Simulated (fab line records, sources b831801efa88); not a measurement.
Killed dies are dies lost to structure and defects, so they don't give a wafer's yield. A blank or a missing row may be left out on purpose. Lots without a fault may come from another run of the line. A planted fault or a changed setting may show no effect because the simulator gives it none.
Which tool did it? | flow gf180mcu | 7 lots, 21 wafers sampled, at 2 steps of a route of 602

WHAT THE GAUGES READ, wafer by wafer
GF_PSD_OVL_MEAS_08.
lot  | measured     | on         | PSD_OVL (nm)
L463 | day 15 07:31 | overlay-01 | -1.1 -0.8 -1.7
L465 | day 15 18:26 | overlay-01 | -1.8 0.1 1.4
L467 | day 16 09:20 | overlay-02 | -1.4 -2.1 -0.6
L469 | day 17 02:22 | overlay-01 | 0.7 -1.7 0.5
L471 | day 17 16:58 | overlay-02 | -0.1 -2.0 0.4
L477 | day 19 17:22 | overlay-02 | 257.7 255.4 256.0
L484 | day 22 06:59 | overlay-02 | -1.8 -1.2 -2.1

WHICH TOOL RAN EACH LOT (tool, then ch and the chambers of the sampled wafers, then the start)
lot  | GF_PSD_EXPOSE_04
L463 | iline_stepper-01 ch 0, day 14 21:32
L465 | iline_stepper-01 ch 0, day 15 07:55
L467 | iline_stepper-02 ch 0, day 15 22:34
L469 | iline_stepper-02 ch 0, day 16 14:59
L471 | iline_stepper-01 ch 0, day 17 05:18
L477 | iline_stepper-01 ch 0, day 19 05:22
L484 | iline_stepper-02 ch 0, day 21 19:21
- GF_PSD_EXPOSE_04: exposes mask Pplus, target cd 400 nm.

THE ANSWER, worked out from the rows above alone
Rule: what is usual is taken from the lots themselves. Put in order of their means at a reading, lots are off if they are a third of the lots or fewer, leave a main group of 4 or more, and stand apart from it by a gap of 3 or more times the standard deviation of the main group's means; of several such gaps the widest counts. A main group whose means are all the same, to the digits that the tables above print for the reading, isn't used. A lot without any number at a reading at which 4 lots or more have one is off too. The other lots that the step has rows for count as sound.
Off: L477, at GF_PSD_OVL_MEAS_08 (PSD_OVL). The main group: mean -0.8 nm, standard deviation 0.61.
A tool fits if, at a process step before that reading, it ran every lot that is off, and no sound lot after the first of them. The gauges at GF_PSD_OVL_MEAS_08 are tried like those tools. One fits: iline_stepper-01 at GF_PSD_EXPOSE_04. Its last sound lot is L471 (day 17 05:18), its first lot that is off L477 (day 19 05:22): a fault that began between those two fits.

WHAT THE SIMULATOR HAD PUT IN
Scanner matching overlay: iline_stepper-01, from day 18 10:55 on, at GF_PSD_EXPOSE_04. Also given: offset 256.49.
Lots struck among those shown: L477. The rule above found the same.
